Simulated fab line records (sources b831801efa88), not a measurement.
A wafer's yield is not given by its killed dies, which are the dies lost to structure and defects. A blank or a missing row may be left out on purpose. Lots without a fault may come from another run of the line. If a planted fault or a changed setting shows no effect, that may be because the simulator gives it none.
What tool caused it? :: flow sky130 :: 36 wafers from 12 lots sampled at 5 of the route's 708 steps

== WHAT THE GAUGES SHOWED, per wafer ==
SKY_VT_ADJUST_LVTN_TW_MEAS_21. Usual: for VT_ADJUST_LVTN_2_TW the level is 189.2 and the standard deviation is 2.1.
lot: L586
measured: day 7 17:14
on: filmMetro-04
VT_ADJUST_LVTN_2_TW: 187.0 187.1 186.9
flag: 

lot: L587
measured: day 8 16:07
on: filmMetro-03
VT_ADJUST_LVTN_2_TW: 188.5 188.5 189.2
flag: 

lot: L588
measured: day 8 16:46
on: filmMetro-03
VT_ADJUST_LVTN_2_TW: 187.9 188.0 188.3
flag: 

lot: L589
measured: day 8 17:21
on: filmMetro-04
VT_ADJUST_LVTN_2_TW: 188.1 186.9 187.1
flag: 

lot: L591
measured: day 8 19:40
on: filmMetro-03
VT_ADJUST_LVTN_2_TW: 187.8 188.6 187.3
flag: 

lot: L590
measured: day 8 21:42
on: filmMetro-02
VT_ADJUST_LVTN_2_TW: 191.1 191.4 190.5
flag: 

lot: L598
measured: day 11 00:52
on: filmMetro-03
VT_ADJUST_LVTN_2_TW: 189.5 188.7 189.5
flag: 

lot: L599
measured: day 11 08:43
on: filmMetro-04
VT_ADJUST_LVTN_2_TW: 187.2 187.6 187.7
flag: 

lot: L601
measured: day 11 22:04
on: filmMetro-03
VT_ADJUST_LVTN_2_TW: 188.7 188.5 189.3
flag: 

lot: L605
measured: day 13 03:02
on: filmMetro-02
VT_ADJUST_LVTN_2_TW: 191.7 192.1 191.6
flag: 

lot: L606
measured: day 13 18:42
on: filmMetro-03
VT_ADJUST_LVTN_2_TW: 188.0 188.9 188.5
flag: 

lot: L607
measured: day 14 15:47
on: filmMetro-02
VT_ADJUST_LVTN_2_TW: 192.4 194.9 192.7
flag: 

SKY_SONOS_ONO_THK_MEAS_01. Usual: for SONOS_ONO_OXIDATION_THK the level is 2.59 nm and the standard deviation is 0.06.
lot: L586
measured: day 11 14:20
on: filmMetro-01
SONOS_ONO_OXIDATION_THK (nm): 2.67 2.61 2.53
flag: 

lot: L587
measured: day 12 13:59
on: filmMetro-02
SONOS_ONO_OXIDATION_THK (nm): 2.53 2.58 2.54
flag: 

lot: L588
measured: day 12 14:32
on: filmMetro-03
SONOS_ONO_OXIDATION_THK (nm): 2.52 2.54 2.60
flag: 

lot: L589
measured: day 12 15:52
on: filmMetro-03
SONOS_ONO_OXIDATION_THK (nm): 2.69 2.66 2.63
flag: 

lot: L591
measured: day 12 19:00
on: filmMetro-02
SONOS_ONO_OXIDATION_THK (nm): 2.69 2.68 2.71
flag: 

lot: L590
measured: day 12 20:20
on: filmMetro-02
SONOS_ONO_OXIDATION_THK (nm): 2.75 2.67 2.73
flag: 

lot: L598
measured: day 15 09:35
on: filmMetro-01
SONOS_ONO_OXIDATION_THK (nm): 2.07 2.07 2.01 2.13 2.07 2.03
flag: OFF

lot: L599
measured: day 15 16:57
on: filmMetro-02
SONOS_ONO_OXIDATION_THK (nm): 2.10 2.12 2.14 2.07 2.13 2.11
flag: OFF

lot: L601
measured: day 16 08:04
on: filmMetro-03
SONOS_ONO_OXIDATION_THK (nm): 2.56 2.53 2.57
flag: 

lot: L605
measured: day 17 20:25
on: filmMetro-02
SONOS_ONO_OXIDATION_THK (nm): 2.54 2.58 2.51
flag: 

lot: L606
measured: day 18 13:48
on: filmMetro-02
SONOS_ONO_OXIDATION_THK (nm): 2.61 2.57 2.59
flag: 

lot: L607
measured: day 19 14:36
on: filmMetro-03
SONOS_ONO_OXIDATION_THK (nm): 2.57 2.53 2.60
flag: 

SKY_SONOS_ONO_THK_MEAS_05. Usual: for SONOS_ONO_CVD_04_THK the level is 5.72 nm and the standard deviation is 0.1.
lot: L586
measured: day 11 16:45
on: filmMetro-02
SONOS_ONO_CVD_04_THK (nm): 5.66 5.76 5.80
flag: 

lot: L587
measured: day 12 16:51
on: filmMetro-02
SONOS_ONO_CVD_04_THK (nm): 5.68 5.75 5.61
flag: 

lot: L588
measured: day 12 18:05
on: filmMetro-03
SONOS_ONO_CVD_04_THK (nm): 5.90 5.86 5.89
flag: 

lot: L589
measured: day 12 19:20
on: filmMetro-02
SONOS_ONO_CVD_04_THK (nm): 5.89 5.80 5.70
flag: 

lot: L591
measured: day 12 23:04
on: filmMetro-03
SONOS_ONO_CVD_04_THK (nm): 5.75 5.75 5.80
flag: 

lot: L590
measured: day 12 23:03
on: filmMetro-01
SONOS_ONO_CVD_04_THK (nm): 5.90 5.85 5.84
flag: 

lot: L598
measured: day 15 18:13
on: filmMetro-02
SONOS_ONO_CVD_04_THK (nm): 5.86 5.77 5.81
flag: 

lot: L599
measured: day 15 20:34
on: filmMetro-03
SONOS_ONO_CVD_04_THK (nm): 5.65 5.54 5.66
flag: 

lot: L601
measured: day 16 12:05
on: filmMetro-01
SONOS_ONO_CVD_04_THK (nm): 5.59 5.59 5.59
flag: 

lot: L605
measured: day 18 00:24
on: filmMetro-03
SONOS_ONO_CVD_04_THK (nm): 5.76 5.73 5.74
flag: 

lot: L606
measured: day 18 16:13
on: filmMetro-03
SONOS_ONO_CVD_04_THK (nm): 5.67 5.66 5.72
flag: 

lot: L607
measured: day 19 17:01
on: filmMetro-03
SONOS_ONO_CVD_04_THK (nm): 5.65 5.76 5.64
flag: 

SKY_GATE_OXIDE_OVL_MEAS_10. Usual: for GATE_OXIDE_OVL the level is -0.6 nm and the standard deviation is 1.5.
lot: L586
measured: day 13 18:07
on: overlay-02
GATE_OXIDE_OVL (nm): -1.6 -0.9 -1.0
flag: 

lot: L587
measured: day 14 21:28
on: overlay-02
GATE_OXIDE_OVL (nm): -1.6 -1.9 -1.4
flag: 

lot: L588
measured: day 14 23:37
on: overlay-02
GATE_OXIDE_OVL (nm): -0.4 0.7 -1.2
flag: 

lot: L589
measured: day 15 01:52
on: overlay-02
GATE_OXIDE_OVL (nm): 1.9 1.1 0.3
flag: 

lot: L591
measured: day 15 05:52
on: overlay-01
GATE_OXIDE_OVL (nm): -0.3 0.6 -0.5
flag: 

lot: L590
measured: day 15 06:10
on: overlay-01
GATE_OXIDE_OVL (nm): -1.3 0.8 1.6
flag: 

lot: L598
measured: day 18 00:22
on: overlay-02
GATE_OXIDE_OVL (nm): 2.0 0.6 4.7
flag: 

lot: L599
measured: day 18 08:31
on: overlay-01
GATE_OXIDE_OVL (nm): -1.6 -4.2 -1.8
flag: 

lot: L601
measured: day 19 01:19
on: overlay-01
GATE_OXIDE_OVL (nm): -0.1 -0.1 0.4
flag: 

lot: L605
measured: day 20 15:13
on: overlay-02
GATE_OXIDE_OVL (nm): -1.1 0.7 1.7
flag: 

lot: L606
measured: day 21 09:10
on: overlay-01
GATE_OXIDE_OVL (nm): -1.3 0.6 -1.7
flag: 

lot: L607
measured: day 22 07:43
on: overlay-02
GATE_OXIDE_OVL (nm): 0.8 -0.4 -2.1
flag: 

== EACH LOT AND THE TOOL THAT RAN IT (in order: tool; ch and the chambers of the sampled wafers; start) ==
lot: L586
SKY_SONOS_ONO_OXIDATION_00: furnace-02 ch 0, day 11 12:59

lot: L587
SKY_SONOS_ONO_OXIDATION_00: furnace-01 ch 0, day 12 12:38

lot: L588
SKY_SONOS_ONO_OXIDATION_00: furnace-02 ch 0, day 12 13:11

lot: L589
SKY_SONOS_ONO_OXIDATION_00: furnace-02 ch 0, day 12 14:32

lot: L591
SKY_SONOS_ONO_OXIDATION_00: furnace-02 ch 0, day 12 17:38

lot: L590
SKY_SONOS_ONO_OXIDATION_00: furnace-02 ch 0, day 12 18:59

lot: L598
SKY_SONOS_ONO_OXIDATION_00: furnace-02 ch 0, day 15 08:14

lot: L599
SKY_SONOS_ONO_OXIDATION_00: furnace-02 ch 0, day 15 15:35

lot: L601
SKY_SONOS_ONO_OXIDATION_00: furnace-01 ch 0, day 16 06:43

lot: L605
SKY_SONOS_ONO_OXIDATION_00: furnace-01 ch 0, day 17 19:04

lot: L606
SKY_SONOS_ONO_OXIDATION_00: furnace-01 ch 0, day 18 12:27

lot: L607
SKY_SONOS_ONO_OXIDATION_00: furnace-02 ch 0, day 19 13:16
- SKY_SONOS_ONO_OXIDATION_00: stabilise 600 s, purge 300 s, target thk 2.6 nm.

== AS READ BY THE TOOLS THEMSELVES (means over the sampled wafers that have a number; for cases with no such wafer, the mark the record gives instead) ==
SKY_SONOS_ONO_OXIDATION_00. Usual: spikeTcBottomC 819 C, standard deviation 4.1; spikeTcCentreC 798.8 C, standard deviation 1.3; spikeTcLowerC 800.7 C, standard deviation 1.4; spikeTcTopC 809.2 C, standard deviation 1.9; spikeTcUpperC 800.4 C, standard deviation 1.3; tubeCenterTempC 800 C, standard deviation 0.076; tube_center_temp_C_max 802.1, standard deviation 0.32; zonePowerUpperPct 14.41 %, standard deviation 0.15.
lot: L586
tool: furnace-02
spikeTcBottomC (C): 821
spikeTcCentreC (C): 798.8
spikeTcLowerC (C): 801.8
spikeTcTopC (C): 807.9
spikeTcUpperC (C): 801.0
tubeCenterTempC (C): 800
tube_center_temp_C_max: 801.9
zonePowerUpperPct (%): 14.52
flag: 

lot: L587
tool: furnace-01
spikeTcBottomC (C): 813
spikeTcCentreC (C): 799.7
spikeTcLowerC (C): 799.3
spikeTcTopC (C): 811.2
spikeTcUpperC (C): 799.2
tubeCenterTempC (C): 800
tube_center_temp_C_max: 802.2
zonePowerUpperPct (%): 14.37
flag: 

lot: L588
tool: furnace-02
spikeTcBottomC (C): 823
spikeTcCentreC (C): 797.5
spikeTcLowerC (C): 800.7
spikeTcTopC (C): 808.0
spikeTcUpperC (C): 801.4
tubeCenterTempC (C): 800
tube_center_temp_C_max: 802.0
zonePowerUpperPct (%): 14.38
flag: 

lot: L589
tool: furnace-02
spikeTcBottomC (C): 822
spikeTcCentreC (C): 798.2
spikeTcLowerC (C): 801.3
spikeTcTopC (C): 809.0
spikeTcUpperC (C): 800.5
tubeCenterTempC (C): 800
tube_center_temp_C_max: 801.9
zonePowerUpperPct (%): 14.37
flag: 

lot: L591
tool: furnace-02
spikeTcBottomC (C): 822
spikeTcCentreC (C): 797.8
spikeTcLowerC (C): 801.5
spikeTcTopC (C): 808.1
spikeTcUpperC (C): 800.2
tubeCenterTempC (C): 800
tube_center_temp_C_max: 802.1
zonePowerUpperPct (%): 14.45
flag: 

lot: L590
tool: furnace-02
spikeTcBottomC (C): 822
spikeTcCentreC (C): 798.2
spikeTcLowerC (C): 801.4
spikeTcTopC (C): 808.3
spikeTcUpperC (C): 801.3
tubeCenterTempC (C): 800
tube_center_temp_C_max: 802.2
zonePowerUpperPct (%): 14.34
flag: 

lot: L598
tool: furnace-02
spikeTcBottomC (C): 806
spikeTcCentreC (C): 782.8
spikeTcLowerC (C): 786.2
spikeTcTopC (C): 793.1
spikeTcUpperC (C): 784.7
tubeCenterTempC (C): 785
tube_center_temp_C_max: 786.8
zonePowerUpperPct (%): 13.93
flag: OFF

lot: L599
tool: furnace-02
spikeTcBottomC (C): 807
spikeTcCentreC (C): 782.7
spikeTcLowerC (C): 786.2
spikeTcTopC (C): 793.8
spikeTcUpperC (C): 785.6
tubeCenterTempC (C): 785
tube_center_temp_C_max: 786.6
zonePowerUpperPct (%): 13.70
flag: OFF

lot: L601
tool: furnace-01
spikeTcBottomC (C): 814
spikeTcCentreC (C): 799.5
spikeTcLowerC (C): 799.5
spikeTcTopC (C): 811.0
spikeTcUpperC (C): 800.6
tubeCenterTempC (C): 800
tube_center_temp_C_max: 802.0
zonePowerUpperPct (%): 14.38
flag: 

lot: L605
tool: furnace-01
spikeTcBottomC (C): 814
spikeTcCentreC (C): 799.8
spikeTcLowerC (C): 799.0
spikeTcTopC (C): 812.5
spikeTcUpperC (C): 798.6
tubeCenterTempC (C): 800
tube_center_temp_C_max: 801.8
zonePowerUpperPct (%): 14.43
flag: 

lot: L606
tool: furnace-01
spikeTcBottomC (C): 813
spikeTcCentreC (C): 800.2
spikeTcLowerC (C): 800.0
spikeTcTopC (C): 811.1
spikeTcUpperC (C): 799.3
tubeCenterTempC (C): 800
tube_center_temp_C_max: 802.0
zonePowerUpperPct (%): 14.32
flag: 

lot: L607
tool: furnace-02
spikeTcBottomC (C): 822
spikeTcCentreC (C): 798.3
spikeTcLowerC (C): 802.1
spikeTcTopC (C): 808.1
spikeTcUpperC (C): 801.9
tubeCenterTempC (C): 800
tube_center_temp_C_max: 802.3
zonePowerUpperPct (%): 14.52
flag: 

== THE ANSWER, worked out from the rows above alone ==
Rule: take the mean of a lot's wafers that have a number; if it is more than 3 standard deviations from the usual mean, the lot is off. A lot without any number at a reading at which 4 lots or more have one is off too. Where the step has rows for the other lots, those lots are counted as sound. The gauges are gone through in route order, then the tools' own readings, and for those a lot's mean is taken as printed above. At the first step where some lot is off, the reading lying furthest off is the one used; lots without a number count as furthest.
Off: L598, L599, at SKY_SONOS_ONO_THK_MEAS_01 (SONOS_ONO_OXIDATION_THK).
If a tool, at a process step before that reading, ran all the lots that are off and no sound lot after the first of them, it fits. Not tried: the gauges at SKY_SONOS_ONO_THK_MEAS_01; whatever is off there is also off at SKY_SONOS_ONO_OXIDATION_00, on other tools, and gauge error can't account for it. No candidate that was tried fits.

== WHAT THE SIMULATOR HAD INSERTED ==
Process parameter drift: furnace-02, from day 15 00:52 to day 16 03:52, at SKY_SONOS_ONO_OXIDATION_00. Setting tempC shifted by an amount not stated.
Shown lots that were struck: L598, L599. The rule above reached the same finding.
